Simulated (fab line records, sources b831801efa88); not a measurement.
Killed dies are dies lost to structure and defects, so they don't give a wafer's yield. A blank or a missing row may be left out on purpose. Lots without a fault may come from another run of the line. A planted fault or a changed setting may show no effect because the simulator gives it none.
Which tool did it? | flow gf180mcu | 12 lots, 36 wafers sampled, at 6 steps of a route of 602

WHAT THE GAUGES READ, wafer by wafer
GF_POLY_GATE_CD_MEAS_18.
lot  | measured     | on        | cd_nm (nm)
L631 | day 9 07:03  | cd_sem-01 | 281.5 280.6 280.1
L635 | day 10 10:53 | cd_sem-01 | 279.8 282.5 281.7
L636 | day 10 14:27 | cd_sem-02 | 280.3 280.0 283.2
L637 | day 11 01:14 | cd_sem-01 | 282.6 281.9 281.0
L638 | day 11 07:24 | cd_sem-02 | 278.7 280.6 279.8
L640 | day 11 19:44 | cd_sem-02 | 280.4 281.4 281.7
L643 | day 12 22:29 | cd_sem-02 | 277.3 279.1 278.6
L650 | day 15 02:38 | cd_sem-01 | 281.2 277.5 279.9
L651 | day 15 06:53 | cd_sem-01 | 281.5 278.6 279.4
L652 | day 15 13:05 | cd_sem-02 | 279.0 280.9 281.0
L653 | day 15 23:17 | cd_sem-02 | 280.0 281.4 281.2
L654 | day 16 04:40 | cd_sem-01 | 279.9 280.5 279.2

GF_HV_LDD_CD_MEAS_31: target cd 400 nm.
lot  | measured     | on        | cd_nm (nm)
L631 | day 11 12:33 | cd_sem-02 | 397.9 398.2 399.6
L635 | day 12 19:43 | cd_sem-01 | 400.8 402.2 400.4
L636 | day 12 23:30 | cd_sem-02 | 399.0 400.7 402.5
L637 | day 13 12:12 | cd_sem-01 | 400.7 403.4 403.0
L638 | day 13 19:39 | cd_sem-01 | 401.5 401.7 400.6
L640 | day 14 08:21 | cd_sem-01 | 401.2 401.7 402.8
L643 | day 15 12:48 | cd_sem-01 | 397.4 399.0 398.1
L650 | day 17 22:36 | cd_sem-02 | 401.8 404.2 403.9
L651 | day 18 03:27 | cd_sem-01 | 401.7 403.9 400.6
L652 | day 18 09:10 | cd_sem-02 | 402.8 400.8 401.7
L653 | day 18 21:09 | cd_sem-01 | 403.7 404.6 404.7
L654 | day 19 04:14 | cd_sem-01 | 401.4 400.9 399.8

GF_HV_LDD_OVL_MEAS_32.
lot  | measured     | on         | HV_LDD_02_OVL (nm)
L631 | day 11 12:39 | overlay-02 | -0.3 0.6 -0.6
L635 | day 12 19:49 | overlay-01 | 0.6 -0.3 0.4
L636 | day 12 23:37 | overlay-02 | -1.0 -1.9 0.2
L637 | day 13 12:19 | overlay-02 | 0.3 0.6 0.5
L638 | day 13 19:45 | overlay-01 | 1.4 0.4 -0.7
L640 | day 14 08:28 | overlay-02 | -0.9 0.3 -0.4
L643 | day 15 12:57 | overlay-01 | 0.0 0.8 1.2
L650 | day 17 22:43 | overlay-02 | -1.6 -0.8 -0.3
L651 | day 18 03:34 | overlay-01 | 0.5 1.4 -1.0
L652 | day 18 09:17 | overlay-02 | 0.9 1.6 3.0
L653 | day 18 21:16 | overlay-01 | 1.5 3.8 0.9
L654 | day 19 04:19 | overlay-02 | -0.2 -0.7 -0.2

GF_PSD_RS_MEAS_14: measures by four-point-probe.
lot  | measured     | on            | NSD_RS (ohm/sq)
L631 | day 14 04:17 | film_metro-01 | 46.19 46.26 46.32
L635 | day 15 15:17 | film_metro-01 | 46.14 46.09 46.08
L636 | day 15 19:31 | film_metro-02 | 46.17 46.19 46.08
L637 | day 16 09:58 | film_metro-04 | 46.29 46.34 46.34
L638 | day 16 17:23 | film_metro-01 | 46.04 46.12 46.17
L640 | day 17 06:31 | film_metro-02 | 44.70 44.58 44.60
L643 | day 18 13:39 | film_metro-04 | 44.87 44.85 44.85
L650 | day 21 03:29 | film_metro-02 | 46.16 46.04 46.14
L651 | day 21 07:05 | film_metro-04 | 46.20 46.22 46.23
L652 | day 21 11:55 | film_metro-02 | 46.08 46.13 46.13
L653 | day 22 01:13 | film_metro-04 | 46.12 46.18 46.07
L654 | day 22 08:13 | film_metro-02 | 46.12 46.12 46.00

WHICH TOOL RAN EACH LOT (tool, then ch and the chambers of the sampled wafers, then the start)
lot  | GF_NSD_IMPLANT_09               | GF_NSD_STRIP_11
L631 | implanter-03 ch 0, day 13 07:11 | plasma_asher-02 ch 0,1, day 13 07:28
L635 | implanter-02 ch 0, day 14 16:16 | plasma_asher-02 ch 0,1, day 14 16:32
L636 | implanter-01 ch 0, day 14 21:04 | plasma_asher-02 ch 0,1, day 14 21:22
L637 | implanter-01 ch 0, day 15 11:01 | plasma_asher-02 ch 0,1, day 15 11:19
L638 | implanter-02 ch 0, day 15 17:44 | plasma_asher-04 ch 0,1, day 15 18:01
L640 | implanter-02 ch 0, day 16 07:34 | plasma_asher-03 ch 0,1, day 16 07:52
L643 | implanter-02 ch 0, day 17 12:49 | plasma_asher-03 ch 0,1, day 17 13:07
L650 | implanter-02 ch 0, day 20 02:42 | plasma_asher-02 ch 0,1, day 20 03:00
L651 | implanter-01 ch 0, day 20 08:07 | plasma_asher-03 ch 0,1, day 20 08:25
L652 | implanter-02 ch 0, day 20 12:49 | plasma_asher-04 ch 0,1, day 20 13:07
L653 | implanter-01 ch 0, day 21 00:35 | plasma_asher-03 ch 0,1, day 21 00:53
L654 | implanter-01 ch 0, day 21 07:22 | plasma_asher-02 ch 0,1, day 21 07:38
- GF_NSD_IMPLANT_09
- GF_NSD_STRIP_11: strips in O2/N2.

WHAT THE TOOLS THEMSELVES READ (means of the sampled wafers that have a number; where no wafer has one, the mark that the record gives instead)
GF_NSD_IMPLANT_09.
lot  | tool         | beam_energy_keV | end_station_pressure_torr (Torr)
L631 | implanter-03 | 59.993          | 1.24e-05
L635 | implanter-02 | 59.989          | 1.39e-05
L636 | implanter-01 | 60.014          | 1.24e-05
L637 | implanter-01 | 60.025          | 1.28e-05
L638 | implanter-02 | 60.007          | 1.41e-05
L640 | implanter-02 | 64.630          | 1.39e-05
L643 | implanter-02 | 64.660          | 1.38e-05
L650 | implanter-02 | 59.990          | 1.40e-05
L651 | implanter-01 | 60.006          | 1.19e-05
L652 | implanter-02 | 59.998          | 1.35e-05
L653 | implanter-01 | 59.967          | 1.21e-05
L654 | implanter-01 | 60.010          | 1.23e-05

GF_NSD_STRIP_11.
lot  | tool            | drypump_motor_current_A (A) | heater_power_w (W) | n2_flow_sccm (sccm) | oes_product_au (a.u.) | strip_time_to_endpoint_s (s)
L631 | plasma_asher-02 | 5.9                         | 316                | 299.6               | 0.488                 | 22.93
L635 | plasma_asher-02 | 5.9                         | 311                | 300.8               | 0.489                 | 22.95
L636 | plasma_asher-02 | 5.9                         | 317                | 300.3               | 0.485                 | 23.02
L637 | plasma_asher-02 | 5.7                         | 322                | 300.5               | 0.487                 | 22.93
L638 | plasma_asher-04 | 5.5                         | 340                | 299.5               | 0.484                 | 22.96
L640 | plasma_asher-03 | 5.5                         | 366                | 299.9               | 0.481                 | 23.60
L643 | plasma_asher-03 | 5.7                         | 356                | 299.7               | 0.477                 | 23.60
L650 | plasma_asher-02 | 5.7                         | 322                | 299.7               | 0.487                 | 23.00
L651 | plasma_asher-03 | 5.7                         | 360                | 299.0               | 0.492                 | 22.96
L652 | plasma_asher-04 | 5.5                         | 336                | 300.0               | 0.489                 | 22.97
L653 | plasma_asher-03 | 5.5                         | 367                | 300.6               | 0.489                 | 22.94
L654 | plasma_asher-02 | 5.9                         | 315                | 299.5               | 0.484                 | 22.95

THE ANSWER, worked out from the rows above alone
Rule: what is usual is taken from the lots themselves. Put in order of their means at a reading, lots are off if they are a third of the lots or fewer, leave a main group of 4 or more, and stand apart from it by a gap of 3 or more times the standard deviation of the main group's means; of several such gaps the widest counts. A main group whose means are all the same, to the digits that the tables above print for the reading, isn't used. A lot without any number at a reading at which 4 lots or more have one is off too. The other lots that the step has rows for count as sound. The gauges are gone through in route order, then the tools' own readings, and for those a lot's mean is taken as printed above. The first step at which some lot is off is used, and at that step the reading that is off furthest; a lot without a number counts as furthest.
Off: L640, L643, at GF_PSD_RS_MEAS_14 (NSD_RS). The main group: mean 46.16 ohm/sq, standard deviation 0.076.
A tool fits if, at a process step before that reading, it ran every lot that is off, and no sound lot after the first of them. The gauges at GF_PSD_RS_MEAS_14 aren't tried: what is off there is off at GF_NSD_IMPLANT_09 too, on other tools, and a gauge's error can't cause that. None of those tried fits.

WHAT THE SIMULATOR HAD PUT IN
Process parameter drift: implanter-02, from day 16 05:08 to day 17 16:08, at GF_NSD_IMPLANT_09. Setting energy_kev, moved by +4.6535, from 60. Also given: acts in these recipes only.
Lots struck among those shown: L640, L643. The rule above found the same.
